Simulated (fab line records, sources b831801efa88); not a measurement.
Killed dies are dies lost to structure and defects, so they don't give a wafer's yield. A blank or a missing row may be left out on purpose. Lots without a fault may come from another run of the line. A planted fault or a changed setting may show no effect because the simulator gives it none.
Problem report in the 8D (eight disciplines) form, filled by code | flow sky130 | the parts of the form that need people (team, actions taken, sign-off) are left out

1. THE PROBLEM
rf_fwd_power_W at SKY_LI_CONTACT_ETCH_15 reads a mean of 1729 W on 2 wafers of 2 lots; wafers without a fault read 1492 W with a standard deviation of 5.3. That is +45 standard deviations from the usual mean.
The step: etches PSG in C4F8/O2/Ar, stops on Si, target depth 600 nm.
First seen on wafer L877.3, day 33 14:52, on rie_diel-04. The record holds 36 wafers of 12 lots with a number at this step. Rule for "out", or "out of limits": more than 4 standard deviations from the usual mean. The other wafers with a number count as sound.

2. WHAT IT IS AND WHAT IT IS NOT
question                    | is                | is not
which readings at this step | rf_fwd_power_W    | oes_product_au
which lots                  | L877, L878        | L864, L865, L868, L869, L871, L883, L884, L885, L886, L887
which wafers of those lots  | L877.3, L878.3    | L877.2, L877.6, L878.1, L878.4
read on which tools         | rie_diel-04       | rie_diel-02, rie_diel-03
when                        | from day 33 14:52 | up to then (17 sound wafers); but 17 sound wafers of L878, L883, L884, L885, L886, L887 came after

3. SUSPECTS, AND WHAT RULES EACH OUT
Counting: a tool at a process step up to the reading stays a suspect if it ran every lot that is out. Sound lots after the first of them don't rule it out here, since some wafers of a struck lot are sound.
- rie_diel-04 at SKY_LI_CONTACT_ETCH_15 (etches PSG in C4F8/O2/Ar, stops on Si, target depth 600 nm): kept. It ran every lot that is out, first L877 (day 33 14:52); its last sound lot up to then is L871 (day 32 08:43). Its own readings are out on those wafers: rf_fwd_power_W.
- Within rie_diel-04 at SKY_LI_CONTACT_ETCH_15: the wafers that are out ran in chamber 3; their sound lot-mates ran in chambers 1, 2.
Left after counting: rie_diel-04 at SKY_LI_CONTACT_ETCH_15.

4. THE CAUSE (what the simulator had put in)
Process parameter drift: rie_diel-04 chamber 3, from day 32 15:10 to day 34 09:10, at SKY_LI_CONTACT_ETCH_15. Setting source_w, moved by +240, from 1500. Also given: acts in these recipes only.
Counting left only this tool.

5. THE CHAIN OF EFFECTS, in route order
Each row: a reading whose mean over the struck wafers that have a number lies more than 3 standard deviations from the usual. Only readings for which the record gives a usual standard deviation are gone through. hours: the time from each lot's start at the first step in this table that gives one to its start at this step, as a median over the lots. sigmas: the change in usual standard deviations.
hours | step                    | reading                  | usual   | on struck wafers | change | sigmas
0     | SKY_LI_CONTACT_ETCH_15  | rf_fwd_power_W           | 1492 W  | 1729             | +237   | +45
0     | SKY_LI_CONTACT_STRIP_16 | strip_time_to_endpoint_s | 3.490 s | 3.336            | -0.154 | -5.3
The process steps in it:
- SKY_LI_CONTACT_ETCH_15: etches PSG in C4F8/O2/Ar, stops on Si, target depth 600 nm.
- SKY_LI_CONTACT_STRIP_16: strips in O2/N2.

6. WHAT WOULD HAVE CAUGHT IT SOONER
In this record the first reading out of limits was taken at day 33 14:52, 24 hours after the fault began at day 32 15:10.
